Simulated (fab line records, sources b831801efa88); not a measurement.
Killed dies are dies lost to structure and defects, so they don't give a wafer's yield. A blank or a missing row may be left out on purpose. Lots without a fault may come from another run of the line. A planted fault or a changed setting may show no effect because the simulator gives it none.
A struck lot beside a sound one | flow sky130 | 29 steps out of a route of 708
Sound: wafers L284.1, L284.4, L284.6. Struck: wafer L290.5. (L290.1, L290.6 of the same lot were not struck and are left out.) The cause comes at the end.
At each step with rows: each side's tool, then ch and its chambers, then its first start. Under that, the readings that differ: sound wafers | struck wafers | difference of the means | sigmas: that difference in standard deviations of wafers without a fault.
alike: readings whose means differ by less than 2 such deviations, and words and numbers that are the same on both sides. not compared: withheld readings, readings that some wafer has no value for, bounds like >300 that may hide the same value, and numbers for which the record gives no deviation and whose values overlap.
The two part at a step that has a row with sigmas, a row that says differs or no value, or rows on one side only. Numbers that don't overlap but have no deviation are shown without sigmas and don't part them. A reading that every wafer of one side lacks parts them only if that side has two wafers or more.

first, 3 steps without rows for these wafers: SKY_METAL1_EXPOSE_12 (exposes mask MM1, target cd 140 nm); SKY_METAL1_PEB_13; SKY_METAL1_DEVELOP_14 (develop time 60 s).
SKY_METAL1_CD_MEAS_15: target cd 140 nm.
  sound on cd_sem-02, day 35 10:04; struck on cd_sem-01, day 36 17:10
  alike: cd_nm
SKY_METAL1_OVL_MEAS_16:
  sound on overlay-02, day 35 10:11; struck on overlay-01, day 36 17:17
  alike: METAL1_OVL
SKY_METAL1_DESCUM_17: chemistry O2, time 8 s.
  sound on rie_metal-03 ch 0,1, day 35 10:13; struck on rie_metal-03 ch 1, day 36 17:19
  alike: drypump_motor_current_A, oes_product_au, rf_fwd_power_W
  not compared: rf_hours_counter_h
SKY_METAL1_ETCH_18: etches BARC in N2/H2, stops on SiO2, time 45.9 s, target depth 60 nm.
  sound on rie_metal-03 ch 0,1, day 35 10:16; struck on rie_metal-03 ch 1, day 36 17:21
  reading               | sound             | struck | difference | sigmas
  oes_product_au (a.u.) | 0.854 0.856 0.854 | 0.843  | -0.012     | -2
  rf_fwd_power_W (W)    | 494.4 493.4 492.7 | 498.5  | +5.0       | +3
  alike: drypump_motor_current_A, throttle_valve_pct
  not compared: rf_hours_counter_h
then, 1 step without rows for these wafers: SKY_METAL1_METAL_ETCH_19 (etches the open film in Cl2/BCl3, stops on SiO2, target depth 360 nm, time 78 s).
SKY_METAL1_STRIP_20: strips in O2/N2.
  sound on plasma_asher-04 ch 0,1, day 35 10:25; struck on plasma_asher-04 ch 1, day 36 17:30
  alike: drypump_motor_current_A, oes_product_au, strip_time_to_endpoint_s
  not compared: rf_hours_counter_h
then, 3 steps without rows for these wafers: SKY_METAL1_STRIP_21 (strips in post etch residue remover, time 1200 s); SKY_METAL1_CLEAN_22 (cleans in IPA, time 180 s); SKY_METAL1_CLEAN_23 (cleans in O3/DIW).
SKY_VIA1_HDPCVD_00: deposits SiO2, target thk 1030 nm, time 171.7 s.
  sound on hdpcvd-01 ch 0,2, day 35 11:03; struck on hdpcvd-02 ch 0,1,2, day 36 18:11
SKY_VIA1_THK_MEAS_01:
  sound on film_metro-03, day 35 11:10; struck on film_metro-02, day 36 18:17
  reading              | sound          | struck | difference | sigmas
  VIA1_HDPCVD_THK (nm) | 1036 1043 1035 | 888    | -150       | -12
SKY_VIA1_CMP_02: polishes SiO2.
  sound on cmp-02 ch 1,3, day 35 11:13; struck on cmp-02 ch 3, day 36 18:21
  alike: motor_current_A
SKY_VIA1_BOW_MEAS_03:
  sound on film_metro-03, day 35 11:31; struck on film_metro-02, day 36 18:39
  alike: VIA1_BOW
then, 8 steps without rows for these wafers: SKY_VIA1_DEHYDRATE_04 (time 60 s); SKY_VIA1_HMDS_05 (prime time 60 s); SKY_VIA1_COAT_06 (resist thk 60 nm); SKY_VIA1_COAT_07 (resist thk 450 nm); SKY_VIA1_SOFTBAKE_08 (time 90 s); SKY_VIA1_EXPOSE_09 (exposes mask VIM, target cd 150 nm); SKY_VIA1_PEB_10; SKY_VIA1_DEVELOP_11 (develop time 60 s).
SKY_VIA1_CD_MEAS_12: target cd 150 nm.
  sound on cd_sem-02, day 36 13:35; struck on cd_sem-02, day 37 19:51
  alike: cd_nm
SKY_VIA1_OVL_MEAS_13:
  sound on overlay-02, day 36 13:42; struck on overlay-01, day 37 19:58
  alike: VIA1_OVL
SKY_VIA1_ETCH_14: etches BARC in N2/H2, stops on SiO2, time 45.9 s, target depth 60 nm.
  sound on rie_diel-04 ch 1,2, day 36 13:44; struck on rie_diel-04 ch 1, day 37 20:01
  reading               | sound             | struck | difference | sigmas
  oes_product_au (a.u.) | 0.847 0.855 0.863 | 0.837  | -0.018     | -3
  alike: drypump_motor_current_A, rf_fwd_power_W, throttle_valve_pct
  not compared: rf_hours_counter_h
SKY_VIA1_ETCH_15: etches SiO2 in C4F8/O2/Ar, stops on TiN, target depth 351 nm, time 54 s.
  sound on rie_diel-04 ch 1,2, day 36 13:47; struck on rie_diel-04 ch 1, day 37 20:03
  reading               | sound             | struck | difference | sigmas
  oes_product_au (a.u.) | 0.976 0.985 0.988 | 0.752  | -0.231     | -41
  alike: rf_fwd_power_W
  not compared: rf_hours_counter_h
then, 1 step without rows for these wafers: SKY_VIA1_STRIP_16 (strips in O2/N2).

WHERE THEY PART
First at SKY_METAL1_ETCH_18; last, within this record, at SKY_VIA1_ETCH_15.

WHY: what the simulator had put in
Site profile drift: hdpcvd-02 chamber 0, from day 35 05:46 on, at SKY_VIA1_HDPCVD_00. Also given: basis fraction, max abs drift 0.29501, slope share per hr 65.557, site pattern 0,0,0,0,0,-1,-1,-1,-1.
